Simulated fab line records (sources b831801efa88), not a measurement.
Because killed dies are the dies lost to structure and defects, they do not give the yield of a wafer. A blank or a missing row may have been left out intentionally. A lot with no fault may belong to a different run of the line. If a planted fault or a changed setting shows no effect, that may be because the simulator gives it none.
A lot that was struck, set against a sound lot	flow sky130	15 steps out of a route of 708
Sound: the wafers L343.1, L343.2, L343.6. The struck wafers were L335.3, L335.4, L335.5. At the end, the cause is stated.
Per side, at each step with rows, come the tool, then ch with its chambers, and then its first start. Under that, the readings that differ: sound wafers	struck wafers	difference of the means	sigmas: that difference in standard deviations of wafers without a fault.
alike: readings whose means differ by less than 2 such deviations, and words and numbers that are the same on both sides. not compared: withheld readings, readings that some wafer has no value for, bounds like >300 that may hide the same value, and numbers for which the record gives no deviation and whose values overlap.
A row with sigmas, a row that says differs or no value, or rows on one side alone: a step with any of these is where the two part. Numbers that have no deviation but don't overlap get no sigmas and don't part them. Lack of a reading on every wafer of one side parts them only where that side has two or more wafers.

SKY_CAPM_SPUTTER_02: material TiN, target thk 200 nm, time 166.7 s.
  struck on pvd-sputter-01, day 38 04:26; sound on pvd-sputter-01, day 40 13:30
  alike: throttle-valve-pct
SKY_CAPM_RS_MEAS_03: measures by four-point-probe.
  struck on film-metro-04, day 38 04:35; sound on film-metro-01, day 40 13:37
reading	sound	struck	difference	sigmas
CAPM_TIN_RS (ohm/sq)	7.01 7.02 7.11	6.87 6.80 6.87	-0.20	-3
SKY_CAPM_THK_MEAS_04: measures by xrf.
  struck on film-metro-04, day 38 04:41; sound on film-metro-01, day 40 13:44
reading	sound	struck	difference	sigmas
CAPM_TIN_THK (nm)	200.5 199.7 196.8	204.8 207.6 204.9	+6.8	+3
then, 7 steps without rows for these wafers: SKY_CAPM_DEHYDRATE_05 (time 60 s); SKY_CAPM_HMDS_06 (prime time 60 s); SKY_CAPM_COAT_07 (resist thk 1140 nm); SKY_CAPM_SOFTBAKE_08 (time 60 s); SKY_CAPM_EXPOSE_09 (exposes mask CAPM, target cd 1000 nm); SKY_CAPM_PEB_10; SKY_CAPM_DEVELOP_11 (develop time 60 s).
SKY_CAPM_OVL_MEAS_12:
  struck on overlay-01, day 39 04:52; sound on overlay-02, day 41 12:56
  alike: CAPM_OVL
SKY_CAPM_METAL_ETCH_13: etches TiN in Cl2/BCl3, stops on SiO2, target depth 220 nm, time 62.9 s.
  sound on rie-metal-04 ch 0,1, day 41 12:59; struck on rie-metal-01 ch 0,1, day 39 04:55
  alike: drypump-motor-current-A, oes-product-au, rf-fwd-power-W, throttle-valve-pct
  not compared: rf-hours-counter-h
SKY_CAPM_STRIP_14: strips in O2/N2.
  sound on plasma-asher-01 ch 0,1, day 41 13:04; struck on plasma-asher-03 ch 0,1, day 39 04:59
  no value came back on the struck wafers for any of 5 readings (chamber-pressure-mTorr (mTorr), drypump-motor-current-A (A) and others); on the sound wafers chamber-pressure-mTorr (mTorr) reads 1501.8 1501.8 1501.0
reading	sound	struck	difference	sigmas
model.NOVOLAK_of_CAPM_COAT_07.thk-nm (nm)	0 0 0	991.4 992.1 995.4	+993.0	
  not compared: rf-hours-counter-h
then, 1 step without rows for these wafers: SKY_CAPM_STRIP_15 (strips in post etch residue remover, time 1200 s).
-- the record jumps here: 8 days lie between the struck wafers' starts before and after (it left off in module CAPM and takes up again in module PAD_OPEN, whose first step shown is number 708 of the route) --
SKY_PAD_OPEN_PROBE_99:
  record: rows for the struck wafers here (prober-02, day 47 06:13), none for the sound ones

== WHERE THEY PART ==
At SKY_CAPM_RS_MEAS_03 first; at SKY_PAD_OPEN_PROBE_99 last (within this record only).

WHY: the cause the simulator had injected
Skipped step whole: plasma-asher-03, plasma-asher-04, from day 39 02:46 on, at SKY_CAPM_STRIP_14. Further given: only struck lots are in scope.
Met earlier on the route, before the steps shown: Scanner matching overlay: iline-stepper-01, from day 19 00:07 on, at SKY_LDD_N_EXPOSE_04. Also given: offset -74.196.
